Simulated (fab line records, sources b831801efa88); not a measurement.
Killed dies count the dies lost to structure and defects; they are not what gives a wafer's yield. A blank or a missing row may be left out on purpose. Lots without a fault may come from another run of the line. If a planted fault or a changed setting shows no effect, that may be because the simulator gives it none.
fab line records	flow sky130	part 1 of 2: steps 1 to 26 of 35
record lots=5	wafers=15	lastDay=50
route steps=708 shown METAL4@599 CAP2M@603
lots with no fault: from the same line, run without faults
startH: hours from the record's opening day to when the first of the lot's shown wafers began	waitH: how many hours have passed since the lot's step before this one	" identical to the entry in the row above	L1.1+2: a row that stands for several wafers	- no value, or no start given	* or withheld: withheld	< > ~ a bound
route shown NAME@n: NAME is a module with steps in the file, n the number in the route of the first one	usual: mean and standard deviation over wafers with no fault	same: alike in all rows	chamber/n: place in a boat	sites: the reading at each site	_std_site: standard deviation of those values	_edge_site: mean of outer sites minus mean of inner sites	radiusMm: for every site, how far away it sits from the centre of the wafer	mask NAME#n: copy n	behind: the tool/chamber that last shaped the wafer	hold: the reason the lot was held/the length of the hold in hours/how it ended	device: the transistor (n, p or np) that didn't switch	end of line: at the end of the route, the tests of the same wafers	a step with no rows: only its recipe	killed: dies lost to structure and defects at the first sort, not the wafer's yield	map: per-die view of a wafer (x killed, . not killed, _ where there is no die)
set.NAME: the setting that was run; set.NAME@STEP: the one run at that earlier step	model.NAME: the simulator's own value behind a step, which no gauge read
lots at selected steps of the route; one table per step, one row per wafer
services: the hour from which a tool's chamber was out of use, counted from the record's first day as startH (under 0 if before that day), plus the number of hours and why
## steps
# step SKY_METAL4_SPUTTER_01
# recipe material=TiN	targetThkNm=20	powerW=6500	timeS=16.7	chamberPressurePa=0.4
# usual throttleValvePct=30.4/0.77
lot.wafer	tool	chamber	startH	waitH	throttleValvePct
L082.1	pvdSputter-02	-	992.29	0.0	31.5
L082.4	"	-	"	"	30.0
L082.6	"	-	"	"	30.2
L090.1	pvdSputter-02	-	1044.02	0.0	30.2
L090.3	"	-	"	"	30.4
L090.6	"	-	"	"	31.4
L092.1	pvdSputter-04	-	1053.61	0.0	30.8
L092.2	"	-	"	"	31.1
L092.5	"	-	"	"	30.9
L095.2	pvdSputter-04	-	1069.34	0.0	29.4
L095.4	"	-	"	"	30.8
L095.6	"	-	"	"	30.9
L096.1	pvdSputter-02	-	1072.44	0.0	30.4
L096.4	"	-	"	"	29.9
L096.5	"	-	"	"	31.5
# step SKY_METAL4_SPUTTER_02
# recipe material=AlCu	targetThkNm=735	powerW=10600	timeS=39.1	chamberPressurePa=0.4
# usual throttleValvePct=30.4/0.77
lot.wafer	tool	chamber	startH	waitH	throttleValvePct
L082.1	pvdSputter-02	-	992.32	0.0	31.4
L082.4	"	-	"	"	29.8
L082.6	"	-	"	"	30.1
L090.1	pvdSputter-02	-	1044.05	0.0	30.3
L090.3	"	-	"	"	30.6
L090.6	"	-	"	"	31.7
L092.1	pvdSputter-04	-	1053.63	0.0	30.6
L092.2	"	-	"	"	30.9
L092.5	"	-	"	"	31.4
L095.2	pvdSputter-04	-	1069.36	0.0	29.5
L095.4	"	-	"	"	30.9
L095.6	"	-	"	"	30.9
L096.1	pvdSputter-02	-	1072.47	0.0	30.4
L096.4	"	-	"	"	30.2
L096.5	"	-	"	"	31.3
# step SKY_METAL4_SPUTTER_03
# recipe material=Ti	targetThkNm=5	powerW=3000	timeS=3.3	chamberPressurePa=0.4
# usual throttleValvePct=30.4/0.79
lot.wafer	tool	chamber	startH	waitH	throttleValvePct
L082.1	pvdSputter-02	-	992.36	0.0	31.7
L082.4	"	-	"	"	29.8
L082.6	"	-	"	"	30.3
L090.1	pvdSputter-02	-	1044.09	0.0	30.2
L090.3	"	-	"	"	30.5
L090.6	"	-	"	"	31.6
L092.1	pvdSputter-04	-	1053.67	0.0	31.1
L092.2	"	-	"	"	31.1
L092.5	"	-	"	"	31.2
L095.2	pvdSputter-04	-	1069.40	0.0	29.7
L095.4	"	-	"	"	30.8
L095.6	"	-	"	"	30.7
L096.1	pvdSputter-02	-	1072.50	0.0	30.2
L096.4	"	-	"	"	29.8
L096.5	"	-	"	"	31.5
# step SKY_METAL4_SPUTTER_04
# recipe material=TiN	targetThkNm=70	powerW=6500	timeS=58.3	chamberPressurePa=0.4
# usual throttleValvePct=30.4/0.74
lot.wafer	tool	chamber	startH	waitH	throttleValvePct
L082.1	pvdSputter-02	-	992.37	0.0	31.2
L082.4	"	-	"	"	29.9
L082.6	"	-	"	"	30.2
L090.1	pvdSputter-02	-	1044.11	0.0	30.4
L090.3	"	-	"	"	30.6
L090.6	"	-	"	"	31.5
L092.1	pvdSputter-04	-	1053.69	0.0	31.0
L092.2	"	-	"	"	31.1
L092.5	"	-	"	"	30.8
L095.2	pvdSputter-04	-	1069.42	0.0	29.9
L095.4	"	-	"	"	30.8
L095.6	"	-	"	"	31.0
L096.1	pvdSputter-02	-	1072.52	0.0	30.3
L096.4	"	-	"	"	29.9
L096.5	"	-	"	"	31.7
# step SKY_CAP2M_CVD_00
# recipe material=SiO2	targetThkNm=15.5	tempC=400	timeS=withheld	rfW=450
# usual heaterPowerOuterW=429/84	heaterPowerW=724/110
lot.wafer	tool	chamber	startH	waitH	heaterPowerOuterW	heaterPowerW
L082.1	pecvd-03	2	992.42	0.0	331	578
L082.4	"	0	"	"	377	678
L082.6	"	2	"	"	334	583
L090.1	pecvd-02	2	1044.15	0.0	414	682
L090.3	"	1	"	"	589	913
L090.6	"	1	"	"	582	937
L092.1	pecvd-02	1	1053.74	0.0	629	967
L092.2	"	2	"	"	391	650
L092.5	"	2	"	"	398	659
L095.2	pecvd-03	0	1069.47	0.0	333	610
L095.4	"	2	"	"	377	651
L095.6	"	0	"	"	340	626
L096.1	pecvd-02	2	1072.57	0.0	406	700
L096.4	"	0	"	"	484	817
L096.5	"	2	"	"	414	700
# step SKY_CAP2M_THK_MEAS_01
# recipe reads=SiO2_of_CAP2M_CVD_00
# usual CAP2M_CVD_00_THK=15.51/0.2
lot.wafer	tool	chamber	startH	waitH	CAP2M_CVD_00_THK[nm]
L082.1	filmMetro-01	-	992.46	-	15.15
L082.4	"	-	"	"	15.41
L082.6	"	-	"	"	15.45
L090.1	filmMetro-01	-	1044.18	-	15.32
L090.3	"	-	"	"	15.46
L090.6	"	-	"	"	15.74
L092.1	filmMetro-04	-	1053.76	-	15.49
L092.2	"	-	"	"	15.51
L092.5	"	-	"	"	15.63
L095.2	filmMetro-04	-	1069.50	-	15.14
L095.4	"	-	"	"	15.82
L095.6	"	-	"	"	15.44
L096.1	filmMetro-02	-	1072.59	-	15.53
L096.4	"	-	"	"	15.83
L096.5	"	-	"	"	15.87
# step SKY_CAP2M_SPUTTER_02
# recipe material=TiN	targetThkNm=200	tempC=300	powerW=6500	timeS=166.7	chamberPressurePa=0.4
# usual throttleValvePct=30.1/0.68
lot.wafer	tool	chamber	startH	waitH	throttleValvePct
L082.1	pvdSputter-03	-	992.52	0.1	29.6
L082.4	"	-	"	"	30.3
L082.6	"	-	"	"	30.2
L090.1	pvdSputter-03	-	1044.24	0.1	29.1
L090.3	"	-	"	"	30.3
L090.6	"	-	"	"	30.4
L092.1	pvdSputter-02	-	1053.82	0.1	31.4
L092.2	"	-	"	"	30.3
L092.5	"	-	"	"	30.4
L095.2	pvdSputter-03	-	1069.55	0.0	30.4
L095.4	"	-	"	"	30.1
L095.6	"	-	"	"	30.1
L096.1	pvdSputter-03	-	1072.65	0.1	29.8
L096.4	"	-	"	"	30.1
L096.5	"	-	"	"	28.9
# step SKY_CAP2M_RS_MEAS_03
# recipe thkMeasGauge=four-point-probe	reads=TiN_of_CAP2M_SPUTTER_02
# usual CAP2M_TIN_RS=6.85/0.058
lot.wafer	tool	chamber	startH	waitH	CAP2M_TIN_RS[ohm/sq]
L082.1	filmMetro-04	-	992.62	0.1	6.85
L082.4	"	-	"	"	6.89
L082.6	"	-	"	"	6.91
L090.1	filmMetro-02	-	1044.35	0.1	6.79
L090.3	"	-	"	"	6.82
L090.6	"	-	"	"	6.83
L092.1	filmMetro-04	-	1053.93	0.1	6.79
L092.2	"	-	"	"	6.79
L092.5	"	-	"	"	6.73
L095.2	filmMetro-04	-	1069.68	0.1	6.79
L095.4	"	-	"	"	6.83
L095.6	"	-	"	"	6.81
L096.1	filmMetro-04	-	1072.76	0.1	6.95
L096.4	"	-	"	"	6.94
L096.5	"	-	"	"	6.92
# step SKY_CAP2M_THK_MEAS_04
# recipe thkMeasGauge=xrf	reads=TiN_of_CAP2M_SPUTTER_02
# usual CAP2M_TIN_THK=202.0/2
lot.wafer	tool	chamber	startH	waitH	CAP2M_TIN_THK[nm]
L082.1	filmMetro-04	-	992.74	0.1	201.8
L082.4	"	-	"	"	200.5
L082.6	"	-	"	"	200.4
L090.1	filmMetro-02	-	1044.47	0.1	205.3
L090.3	"	-	"	"	203.3
L090.6	"	-	"	"	204.6
L092.1	filmMetro-04	-	1054.05	0.1	203.9
L092.2	"	-	"	"	204.3
L092.5	"	-	"	"	205.1
L095.2	filmMetro-04	-	1069.79	0.1	203.7
L095.4	"	-	"	"	202.5
L095.6	"	-	"	"	202.3
L096.1	filmMetro-04	-	1072.88	0.1	198.5
L096.4	"	-	"	"	198.3
L096.5	"	-	"	"	198.9
# step SKY_CAP2M_DEHYDRATE_05
# recipe tempC=200	timeS=60
# usual heaterPowerTotalW=160.37/0.13	resistLineTempC=23.02/0.12
lot.wafer	tool	chamber	startH	waitH	heaterPowerTotalW	resistLineTempC
L082.1	lithoTrack-02	0	1003.46	10.7	160.17	22.97
L082.4	"	0	"	"	160.28	22.85
L082.6	"	0	"	"	160.43	22.96
L090.1	lithoTrack-01	0	1054.91	10.4	160.47	22.88
L090.3	"	0	"	"	160.20	23.02
L090.6	"	0	"	"	160.13	23.13
L092.1	lithoTrack-02	0	1064.41	10.3	160.37	23.25
L092.2	"	0	"	"	160.25	23.17
L092.5	"	0	"	"	160.20	23.29
L095.2	lithoTrack-03	0	1080.40	10.6	160.44	22.99
L095.4	"	0	"	"	160.50	23.04
L095.6	"	0	"	"	160.52	22.94
L096.1	lithoTrack-01	0	1082.66	9.8	160.28	23.13
L096.4	"	0	"	"	160.62	23.28
L096.5	"	0	"	"	160.24	23.11
# step SKY_CAP2M_HMDS_06
# recipe primeTimeS=60	primeTempC=120
# usual resistLineTempC=23.02/0.11
lot.wafer	tool	chamber	startH	waitH	resistLineTempC
L082.1	lithoTrack-02	0	1003.61	0.1	23.18
L082.4	"	0	"	"	22.95
L082.6	"	0	"	"	22.94
L090.1	lithoTrack-01	0	1055.06	0.1	23.08
L090.3	"	0	"	"	23.06
L090.6	"	0	"	"	23.13
L092.1	lithoTrack-02	0	1064.56	0.1	23.05
L092.2	"	0	"	"	23.11
L092.5	"	0	"	"	23.02
L095.2	lithoTrack-03	0	1080.55	0.1	22.89
L095.4	"	0	"	"	22.85
L095.6	"	0	"	"	22.94
L096.1	lithoTrack-01	0	1082.81	0.1	22.90
L096.4	"	0	"	"	23.08
L096.5	"	0	"	"	22.99
# step SKY_CAP2M_COAT_07
# recipe resist=NOVOLAK	spinRpm=3000	resistThkNm=1140
# usual resistLineTempC=23.02/0.1
lot.wafer	tool	chamber	startH	waitH	resistLineTempC
L082.1	lithoTrack-02	0	1003.76	0.1	23.00
L082.4	"	0	"	"	23.04
L082.6	"	0	"	"	22.98
L090.1	lithoTrack-01	0	1055.21	0.1	22.93
L090.3	"	0	"	"	22.90
L090.6	"	0	"	"	23.13
L092.1	lithoTrack-02	0	1064.71	0.1	23.17
L092.2	"	0	"	"	23.03
L092.5	"	0	"	"	23.17
L095.2	lithoTrack-03	0	1080.70	0.1	23.04
L095.4	"	0	"	"	23.11
L095.6	"	0	"	"	23.05
L096.1	lithoTrack-01	0	1082.96	0.1	23.03
L096.4	"	0	"	"	22.87
L096.5	"	0	"	"	23.05
# step SKY_CAP2M_SOFTBAKE_08
# recipe tempC=90	timeS=60	resist=NOVOLAK
# usual heaterPowerTotalW=56.60/0.043	resistLineTempC=23.01/0.14
lot.wafer	tool	chamber	startH	waitH	heaterPowerTotalW	resistLineTempC
L082.1	lithoTrack-02	0	1003.91	0.1	56.61	22.87
L082.4	"	0	"	"	56.53	23.02
L082.6	"	0	"	"	56.61	22.92
L090.1	lithoTrack-01	0	1055.36	0.1	56.66	22.94
L090.3	"	0	"	"	56.65	23.09
L090.6	"	0	"	"	56.62	22.97
L092.1	lithoTrack-02	0	1064.86	0.1	56.60	23.21
L092.2	"	0	"	"	56.60	23.18
L092.5	"	0	"	"	56.59	23.26
L095.2	lithoTrack-03	0	1080.85	0.1	56.60	23.10
L095.4	"	0	"	"	56.56	23.16
L095.6	"	0	"	"	56.67	23.00
L096.1	lithoTrack-01	0	1083.11	0.1	56.60	22.98
L096.4	"	0	"	"	56.61	23.04
L096.5	"	0	"	"	56.65	23.04
# step SKY_CAP2M_EXPOSE_09
# recipe maskId=CAP2M	na=0.6	sourceShape=conventional	sigmaOuter=0.6	polarization=unpolarized	targetCdNm=1000	doseMj=159
lot.wafer	tool	chamber	startH	waitH	mask
L082.1+4+6	ilineStepper-01	0	-	-	CAP2M#0
L090.1+3+6	ilineStepper-01	0	-	-	CAP2M#0
L092.1+2+5	ilineStepper-02	0	-	-	CAP2M#0
L095.2+4+6	ilineStepper-01	0	-	-	CAP2M#0
L096.1+4+5	ilineStepper-01	0	-	-	CAP2M#0
# step SKY_CAP2M_PEB_10
# recipe tempC=withheld	timeS=*	resist=NOVOLAK
# usual resistLineTempC=*
lot.wafer	tool	chamber	startH	waitH	resistLineTempC
L082.1	lithoTrack-03	0	-	-	*
L082.4	"	0	"	"	*
L082.6	"	0	"	"	*
L090.1	lithoTrack-02	0	-	-	*
L090.3	"	0	"	"	*
L090.6	"	0	"	"	*
L092.1	lithoTrack-02	0	-	-	*
L092.2	"	0	"	"	*
L092.5	"	0	"	"	*
L095.2	lithoTrack-02	0	-	-	*
L095.4	"	0	"	"	*
L095.6	"	0	"	"	*
L096.1	lithoTrack-02	0	-	-	*
L096.4	"	0	"	"	*
L096.5	"	0	"	"	*
# step SKY_CAP2M_DEVELOP_11
# recipe resist=NOVOLAK	developer=TMAH	developTimeS=60	devTempC=23
# usual resistLineTempC=23.01/0.1
lot.wafer	tool	chamber	startH	waitH	resistLineTempC
L082.1	lithoTrack-03	0	1015.52	0.1	22.87
L082.4	"	0	"	"	22.88
L082.6	"	0	"	"	22.86
L090.1	lithoTrack-02	0	1066.66	0.1	22.97
L090.3	"	0	"	"	23.06
L090.6	"	0	"	"	22.95
L092.1	lithoTrack-02	0	1074.66	0.1	22.79
L092.2	"	0	"	"	22.83
L092.5	"	0	"	"	22.79
L095.2	lithoTrack-02	0	1090.28	0.1	23.11
L095.4	"	0	"	"	22.99
L095.6	"	0	"	"	22.99
L096.1	lithoTrack-02	0	1092.76	0.1	22.83
L096.4	"	0	"	"	22.83
L096.5	"	0	"	"	23.07
# step SKY_CAP2M_OVL_MEAS_12
# usual CAP2M_OVL=0.0/1.4
lot.wafer	tool	chamber	startH	waitH	CAP2M_OVL[nm]
L082.1	overlay-02	-	1015.67	0.1	1.1
L082.4	"	-	"	"	-0.6
L082.6	"	-	"	"	1.7
L090.1	overlay-02	-	1066.81	0.1	1.5
L090.3	"	-	"	"	-0.1
L090.6	"	-	"	"	0.2
L092.1	overlay-01	-	1074.81	0.1	-0.6
L092.2	"	-	"	"	-1.5
L092.5	"	-	"	"	-1.6
L095.2	overlay-01	-	1090.41	0.1	-0.5
L095.4	"	-	"	"	0.5
L095.6	"	-	"	"	2.2
L096.1	overlay-01	-	1092.91	0.1	-3.7
L096.4	"	-	"	"	-0.4
L096.5	"	-	"	"	-1.9
# step SKY_CAP2M_METAL_ETCH_13
# recipe targetDepthNm=220	stopOn=SiO2	chemistry=Cl2/BCl3	target=TiN	pressureMtorr=10	icpW=900	biasW=48.5	Cl2_flow_sccm=60	bcl3FlowSccm=30	timeS=62.9
# usual drypumpMotorCurrentA=5.86/0.29	oesProductAu=0.945/0.0072	throttleValvePct=21.899/0.0083
lot.wafer	tool	chamber	startH	waitH	drypumpMotorCurrentA	oesProductAu	rfHoursCounterH	throttleValvePct
L082.1	rieMetal-01	0	1015.71	0.0	5.47	0.944	20	21.892
L082.4	"	1	"	"	6.16	0.949	-	21.898
L082.6	"	0	"	"	5.47	0.943	-	21.889
L090.1	rieMetal-04	1	1066.84	0.0	6.21	0.947	20	21.896
L090.3	"	0	"	"	5.98	0.933	-	21.889
L090.6	"	1	"	"	6.18	0.948	-	21.902
L092.1	rieMetal-01	0	1074.84	0.0	5.43	0.958	0	21.896
L092.2	"	1	"	"	6.15	0.946	24	21.887
L092.5	"	1	"	"	6.11	0.957	-	21.908
L095.2	rieMetal-04	0	1090.44	0.0	5.96	0.958	16	21.907
L095.4	"	1	"	"	6.21	0.946	-	21.893
L095.6	"	0	"	"	5.94	0.949	-	21.879
L096.1	rieMetal-01	1	1092.94	0.0	6.16	0.939	25	21.893
L096.4	"	0	"	"	5.48	0.935	-	21.896
L096.5	"	0	"	"	5.47	0.940	-	21.899
# step SKY_CAP2M_STRIP_14
# recipe chemistry=O2/N2	powerW=1400	pressureMtorr=1500	platenTempC=withheld	o2FlowSccm=3000	n2FlowSccm=300	overashFraction=0.5
# usual drypumpMotorCurrentA=6.1/0.34	oesProductAu=0.711/0.0044	stripTimeToEndpointS=12.67/0.038
lot.wafer	tool	chamber	startH	waitH	drypumpMotorCurrentA	oesProductAu	rfHoursCounterH	stripTimeToEndpointS
L082.1	plasmaAsher-02	0	1015.78	0.1	6.6	0.713	28	12.69
L082.4	"	0	"	"	6.6	0.707	-	12.67
L082.6	"	1	"	"	6.4	0.706	-	12.70
L090.1	plasmaAsher-04	0	1066.92	0.1	5.6	0.706	93	12.65
L090.3	"	0	"	"	5.6	0.712	-	12.71
L090.6	"	1	"	"	6.0	0.713	-	12.73
L092.1	plasmaAsher-04	1	1074.92	0.1	6.0	0.722	94	12.63
L092.2	"	0	"	"	5.6	0.711	94	12.64
L092.5	"	1	"	"	6.0	0.718	-	12.71
L095.2	plasmaAsher-04	1	1090.52	0.1	6.0	0.704	95	12.65
L095.4	"	0	"	"	5.6	0.705	-	12.67
L095.6	"	1	"	"	6.0	0.709	-	12.75
L096.1	plasmaAsher-02	0	1093.02	0.1	6.6	0.708	36	12.61
L096.4	"	0	"	"	6.6	0.706	-	12.61
L096.5	"	0	"	"	6.6	0.715	-	12.59
# step SKY_CAP2M_STRIP_15
# recipe chemistry=postEtchResidueRemover	timeS=1200	tempC=72.5
lot.wafer	tool	chamber	startH	waitH
L082.1+4+6	wetBench-03	0	1015.88	0.1
L090.1+3+6	wetBench-04	2	1067.02	0.1
L092.1+2+5	wetBench-03	0	1075.02	0.1
L095.2+4+6	wetBench-01	2	1090.64	0.1
L096.1+4+5	wetBench-03	3	1093.12	0.1
# step SKY_CAP2M_CLEAN_16
# recipe chemistry=IPA	timeS=180	tempC=25
lot.wafer	tool	chamber	startH	waitH
L082.1+4+6	wetBench-01	1	1016.23	0.0
L090.1+3+6	wetBench-01	0	1067.36	0.0
L092.1+2+5	wetBench-04	1	1075.36	0.0
L095.2+4+6	wetBench-04	1	1091.01	0.0
L096.1+4+5	wetBench-03	1	1093.46	0.0
# step SKY_CAP2M_CLEAN_17
# recipe chemistry=O3/DIW	dry=n2Spin
lot.wafer	tool	chamber	startH	waitH
L082.1+4+6	wetBench-04	2	1016.28	0.0
L090.1+3+6	wetBench-04	1	1067.42	0.0
L092.1+2+5	wetBench-03	2	1075.42	0.0
L095.2+4+6	wetBench-04	2	1091.06	0.0
L096.1+4+5	wetBench-03	2	1093.52	0.0
# step SKY_METAL4_DEHYDRATE_05
# recipe tempC=200	timeS=60
# usual heaterPowerTotalW=160.38/0.12	resistLineTempC=23.02/0.11
lot.wafer	tool	chamber	startH	waitH	heaterPowerTotalW	resistLineTempC
L082.1	lithoTrack-02	0	1026.71	10.3	160.55	23.20
L082.4	"	0	"	"	160.32	23.14
L082.6	"	0	"	"	160.48	23.09
L090.1	lithoTrack-02	0	1077.16	9.6	160.51	23.10
L090.3	"	0	"	"	160.43	23.01
L090.6	"	0	"	"	160.37	23.00
L092.1	lithoTrack-02	0	1085.46	9.9	160.28	23.03
L092.2	"	0	"	"	160.31	22.94
L092.5	"	0	"	"	160.05	23.07
L095.2	lithoTrack-04	0	1100.16	9.0	160.27	23.07
L095.4	"	0	"	"	160.31	22.82
L095.6	"	0	"	"	160.63	23.09
L096.1	lithoTrack-02	0	1103.16	9.5	160.24	23.20
L096.4	"	0	"	"	160.27	22.97
L096.5	"	0	"	"	160.57	23.05
# step SKY_METAL4_HMDS_06
# recipe primeTimeS=60	primeTempC=120
# usual resistLineTempC=23.00/0.11
lot.wafer	tool	chamber	startH	waitH	resistLineTempC
L082.1	lithoTrack-02	0	1026.86	0.1	23.12
L082.4	"	0	"	"	22.99
L082.6	"	0	"	"	23.07
L090.1	lithoTrack-02	0	1077.31	0.1	23.12
L090.3	"	0	"	"	22.96
L090.6	"	0	"	"	22.99
L092.1	lithoTrack-02	0	1085.61	0.1	22.89
L092.2	"	0	"	"	22.81
L092.5	"	0	"	"	22.82
L095.2	lithoTrack-04	0	1100.31	0.1	23.18
L095.4	"	0	"	"	23.16
L095.6	"	0	"	"	23.09
L096.1	lithoTrack-02	0	1103.31	0.1	23.05
L096.4	"	0	"	"	22.89
L096.5	"	0	"	"	22.91
# step SKY_METAL4_COAT_07
# recipe resist=BARC	tempC=withheld	timeS=withheld	spinRpm=3000	resistThkNm=60
# usual resistLineTempC=*
lot.wafer	tool	chamber	startH	waitH	resistLineTempC
L082.1	lithoTrack-02	0	1027.01	0.1	*
L082.4	"	0	"	"	*
L082.6	"	0	"	"	*
L090.1	lithoTrack-02	0	1077.46	0.1	*
L090.3	"	0	"	"	*
L090.6	"	0	"	"	*
L092.1	lithoTrack-02	0	1085.76	0.1	*
L092.2	"	0	"	"	*
L092.5	"	0	"	"	*
L095.2	lithoTrack-04	0	1100.46	0.1	*
L095.4	"	0	"	"	*
L095.6	"	0	"	"	*
L096.1	lithoTrack-02	0	1103.46	0.1	*
L096.4	"	0	"	"	*
L096.5	"	0	"	"	*
# step SKY_METAL4_COAT_08
# recipe resist=KrF-thick	spinRpm=3000	resistThkNm=1140
# usual resistLineTempC=23.01/0.091
lot.wafer	tool	chamber	startH	waitH	resistLineTempC
L082.1	lithoTrack-02	0	-	-	23.10
L082.4	"	0	"	"	22.84
L082.6	"	0	"	"	22.94
L090.1	lithoTrack-02	0	-	-	22.91
L090.3	"	0	"	"	22.89
L090.6	"	0	"	"	22.99
L092.1	lithoTrack-02	0	-	-	23.12
L092.2	"	0	"	"	23.11
L092.5	"	0	"	"	23.22
L095.2	lithoTrack-04	0	-	-	23.03
L095.4	"	0	"	"	23.11
L095.6	"	0	"	"	22.95
L096.1	lithoTrack-02	0	-	-	23.02
L096.4	"	0	"	"	22.98
L096.5	"	0	"	"	23.11
